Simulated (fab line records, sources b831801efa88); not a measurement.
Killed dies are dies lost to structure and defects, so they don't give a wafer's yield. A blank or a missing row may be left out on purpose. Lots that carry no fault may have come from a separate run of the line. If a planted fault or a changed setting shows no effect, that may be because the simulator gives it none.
What tool caused it?	flow gf180mcu	Sampling: 13 lots, 39 wafers, 3 of 602 route steps

WHAT THE GAUGES SHOWED, per wafer
GF_V1_CD_MEAS_14 targets a cd of 260 nm. Usual: cdNm at 259.9 nm, with a standard deviation of 1.3.
lot	measured	on	cdNm (nm)	flag
L300	day 18 04:28	cdSem-02	258.1 258.2 258.5	
L301	day 18 17:16	cdSem-02	259.9 259.2 259.5	
L303	day 19 15:19	cdSem-02	258.3 257.9 258.4	
L304	day 19 23:33	cdSem-02	258.4 257.9 257.6	
L305	day 20 13:34	cdSem-01	261.9 261.4 261.2	
L308	day 21 12:58	cdSem-02	262.4 260.6 260.4	
L311	day 22 16:23	cdSem-01	260.9 260.8 261.0	
L316	day 24 07:01	cdSem-02	260.0 260.1 260.5	
L317	day 24 13:37	cdSem-01	257.4 258.3 258.5	
L318	day 24 22:09	cdSem-01	260.2 258.9 258.6	
L319	day 25 01:56	cdSem-02	260.4 259.4 262.0	
L322	day 26 03:07	cdSem-02	261.1 262.1 262.4	
L323	day 26 07:16	cdSem-01	261.4 262.5 260.2	

WHICH TOOL RAN EACH LOT (tool, then ch and the chambers of the sampled wafers, then the start)
lot	GF_STI_ETCH_13	GF_M1_SPUTTER_04
L300	rieDiel-01 ch 0,2,3, day 2 01:47	pvdSputter-01, day 16 04:28
L301	rieDiel-04 ch 0,3, day 2 07:22	pvdSputter-03, day 16 16:41
L303	rieDiel-01 ch 0,1,2, day 2 17:25	pvdSputter-03, day 17 14:02
L304	rieDiel-01 ch 2,3, day 2 22:05	pvdSputter-04, day 17 21:16
L305	rieDiel-03 ch 1,2, day 3 04:37	pvdSputter-01, day 18 11:07
L308	rieDiel-04 ch 0,2,3, day 3 19:25	pvdSputter-04, day 19 10:56
L311	rieDiel-03 ch 0,1,2, day 4 11:01	pvdSputter-01, day 20 15:40
L316	rieDiel-03 ch 0,1,2, day 5 12:01	pvdSputter-03, day 22 07:43
L317	rieDiel-01 ch 0,2, day 5 17:19	pvdSputter-01, day 22 15:04
L318	rieDiel-03 ch 2,3, day 5 22:31	pvdSputter-03, day 22 23:16
L319	rieDiel-04 ch 0,1,3, day 6 03:55	pvdSputter-04, day 23 04:17
L322	rieDiel-01 ch 0,2,3, day 6 19:43	pvdSputter-01, day 24 06:02
L323	rieDiel-04 ch 2,3, day 6 23:49	pvdSputter-01, day 24 10:49
- GF_STI_ETCH_13: etches the open film in CHF3/O2, stops on Si, target depth 282.31 nm, time 112.9 s.
- GF_M1_SPUTTER_04: material TiN, target thk 50 nm, time 41.7 s.

WHAT THE TOOLS THEMSELVES READ (means of the sampled wafers that have a number; where no wafer has one, the mark that the record gives instead)
GF_STI_ETCH_13. Usual: O2_flow_sccm 4.998 sccm, standard deviation 0.017; drypumpMotorCurrentA 5.7 A, standard deviation 0.51; oesProductAu 0.833 a.u., standard deviation 0.0054; throttleValvePct 8.809 %, standard deviation 0.0085.
lot	tool	O2_flow_sccm (sccm)	drypumpMotorCurrentA (A)	oesProductAu (a.u.)	throttleValvePct (%)	flag
L300	rieDiel-01	5.009	5.5	0.834	8.800	
L301	rieDiel-04	4.982	5.8	0.831	8.804	
L303	rieDiel-01	5.012	5.5	0.823	8.811	
L304	rieDiel-01	5.017	5.6	0.828	8.810	
L305	rieDiel-03	4.988	5.8	0.837	8.802	
L308	rieDiel-04	4.996	6.2	0.834	8.808	
L311	rieDiel-03	4.985	5.6	0.834	8.802	
L316	rieDiel-03	4.995	5.6	0.825	8.813	
L317	rieDiel-01	4.984	5.4	0.830	8.804	
L318	rieDiel-03	4.999	6.0	0.825	8.818	
L319	rieDiel-04	4.998	5.7	0.834	8.805	
L322	rieDiel-01	5.002	5.5	0.832	8.810	
L323	rieDiel-04	5.015	6.1	0.830	8.795	

GF_M1_SPUTTER_04. Usual: cathodeDcPowerW 6499.9 W, standard deviation 1.2; throttleValvePct 30.5 %, standard deviation 1.2.
lot	tool	cathodeDcPowerW (W)	throttleValvePct (%)	flag
L300	pvdSputter-01	6500.9	31.1	
L301	pvdSputter-03	6500.2	29.8	
L303	pvdSputter-03	6499.7	30.6	
L304	pvdSputter-04	6500.4	29.9	
L305	pvdSputter-01	6498.7	31.3	
L308	pvdSputter-04	6499.5	29.9	
L311	pvdSputter-01	6500.5	31.2	
L316	pvdSputter-03	6500.3	29.2	
L317	pvdSputter-01	6500.0	31.2	
L318	pvdSputter-03	6499.1	30.2	
L319	pvdSputter-04	6499.3	30.1	
L322	pvdSputter-01	6499.6	31.3	
L323	pvdSputter-01	6500.0	30.3	

THE ANSWER, worked out from the rows above alone
Rule: take the mean of a lot's wafers that have a number; if it is more than 3 standard deviations from the usual mean, the lot is off. A lot without any number at a reading at which 4 lots or more have one is off too. Any other lot the step has rows for is counted as sound. First the gauges in route order, then the tools' own readings, where a lot's mean is used as printed above. The first step at which some lot is off is used, and at that step the reading that is off furthest; a lot without a number counts as furthest.
No lot is off on any of the readings shown, so nothing can be concluded from this.

WHAT WAS PUT IN BY THE SIMULATOR
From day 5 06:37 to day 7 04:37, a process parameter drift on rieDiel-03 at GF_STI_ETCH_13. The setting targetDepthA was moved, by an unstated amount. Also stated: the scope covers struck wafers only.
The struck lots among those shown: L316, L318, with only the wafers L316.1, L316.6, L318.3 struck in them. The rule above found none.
